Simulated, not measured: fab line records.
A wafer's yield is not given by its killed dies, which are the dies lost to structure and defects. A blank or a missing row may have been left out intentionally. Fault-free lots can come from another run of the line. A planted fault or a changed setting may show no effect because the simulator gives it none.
8D (eight disciplines) problem report, filled in by code || flow sky130 || the parts of the form that need people (team, actions taken, sign-off) are left out

## 1. WHAT WENT WRONG
CAPM_TIN_RS at SKY_CAPM_RS_MEAS_03 reads a mean of 6.19 ohm/sq on 1 wafer of 1 lot; wafers without a fault read 6.95 ohm/sq with a standard deviation of 0.079. That puts it -9.6 standard deviations away from the usual mean.
The step: measures by four-point-probe.
Earliest sighting: wafer L790.6 on film_metro-02 at day 39 13:25. The record has a number at this step for 27 wafers belonging to 9 lots. By rule, "out" or "out of limits" means more than 4 standard deviations away from the usual mean. The rest of the wafers with a number are treated as sound.

## 2. WHAT IT IS, WHAT IT ISN'T
{"question": "which readings at this step", "is": "CAPM_TIN_RS", "is not": "-"}
{"question": "which lots", "is": "L790", "is not": "L780, L793, L794, L795, L800, L801, L802, L803"}
{"question": "which wafers of those lots", "is": "L790.6", "is not": "L790.2, L790.4"}
{"question": "read on which gauges", "is": "film_metro-02", "is not": "film_metro-01, film_metro-03"}
{"question": "when", "is": "from day 39 13:25", "is not": "up to then (5 sound wafers); but 21 sound wafers of L793, L794, L795, L800, L801, L802, L803 came after"}

## 3. WHAT RULES OUT EACH SUSPECT
Counting: any tool at a process step up to the reading remains a suspect provided it ran every lot that is out. Sound lots after the first of them don't rule it out here, since some wafers of a struck lot are sound.
- the gauge at SKY_CAPM_RS_MEAS_03 has been ruled out. All the wafers that are out were read on film_metro-02, but those of them that SKY_CAPM_METAL_ETCH_13 has rows for are out there too, on other tools.
- rie_metal-04 at SKY_METAL1_METAL_ETCH_19 (etches the open film in Cl2/BCl3, stops on SiO2, target depth 360 nm, time 78 s): kept. It processed L790, the lot that is out, at day 36 02:21, and its most recent sound lot before then was L780 at day 32 19:35.
- pvd_sputter-01 at SKY_METAL3_SPUTTER_01 (material TiN, target thk 20 nm, time 16.7 s): kept. It processed L790, the lot that is out, at day 39 13:05, and its most recent sound lot before then was L780 at day 36 07:55.
- pvd_sputter-02 at SKY_CAPM_SPUTTER_02 (material TiN, target thk 200 nm, time 166.7 s): kept. It ran the lot that is out, L790 (day 39 13:17).
rie_metal-04 at SKY_METAL1_METAL_ETCH_19, pvd_sputter-01 at SKY_METAL3_SPUTTER_01 and pvd_sputter-02 at SKY_CAPM_SPUTTER_02 are what is left after counting.

## 4. THE CAUSE (what the simulator had put in)
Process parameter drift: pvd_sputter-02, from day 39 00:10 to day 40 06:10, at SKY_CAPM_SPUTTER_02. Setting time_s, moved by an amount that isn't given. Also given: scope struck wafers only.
Counting left 3 suspects, and this tool is among them.

## 5. THE CHAIN OF EFFECTS, in route order
Each row: a reading whose mean over the struck wafers that have a number lies more than 3 standard deviations from the usual. Scope: only readings with a usual standard deviation given in the record; hours: median across lots of the time from each lot's start at the first step in this table that gives one to its start at this step; sigmas: change in usual standard deviations.
{"hours": 0, "step": "SKY_CAPM_RS_MEAS_03", "reading": "CAPM_TIN_RS", "usual": "6.95 ohm/sq", "on struck wafers": 6.19, "change": -0.76, "sigmas": -9.6}
{"hours": 0, "step": "SKY_CAPM_THK_MEAS_04", "reading": "CAPM_TIN_THK", "usual": "196.6 nm", "on struck wafers": 219.8, "change": "+23.2", "sigmas": "+10"}
{"hours": 24, "step": "SKY_CAPM_METAL_ETCH_13", "reading": "oes_product_au", "usual": "0.939 a.u.", "on struck wafers": 1.010, "change": "+0.071", "sigmas": "+9.1"}
{"hours": 24, "step": "SKY_CAPM_METAL_ETCH_13", "reading": "throttle_valve_pct", "usual": "21.903 %", "on struck wafers": 21.869, "change": -0.034, "sigmas": -3.1}
Here are the process steps it includes:
- SKY_CAPM_METAL_ETCH_13: etches TiN in Cl2/BCl3, stops on SiO2, target depth 220 nm, time 62.9 s.
Later measuring or inspecting steps at which every struck wafer that the step has a row for has a number for every such reading, and none has moved that far: SKY_CAPM_OVL_MEAS_12.

## 6. HOW IT WOULD HAVE BEEN CAUGHT EARLIER
13 hours passed between the start of the fault at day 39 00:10 and the first reading out of limits at a measuring or inspecting step in this record, taken at day 39 13:25.
Tool readings at SKY_CAPM_SPUTTER_02 with a usual standard deviation given in the record: none out on any struck wafer, hence no alarm at a limit of 4 standard deviations on them.
By day 39 13:25 the whole set of lots that are out, 1 in number, had already begun SKY_CAPM_SPUTTER_02 on pvd_sputter-02. Tool hold at that time: it would have spared none of them.
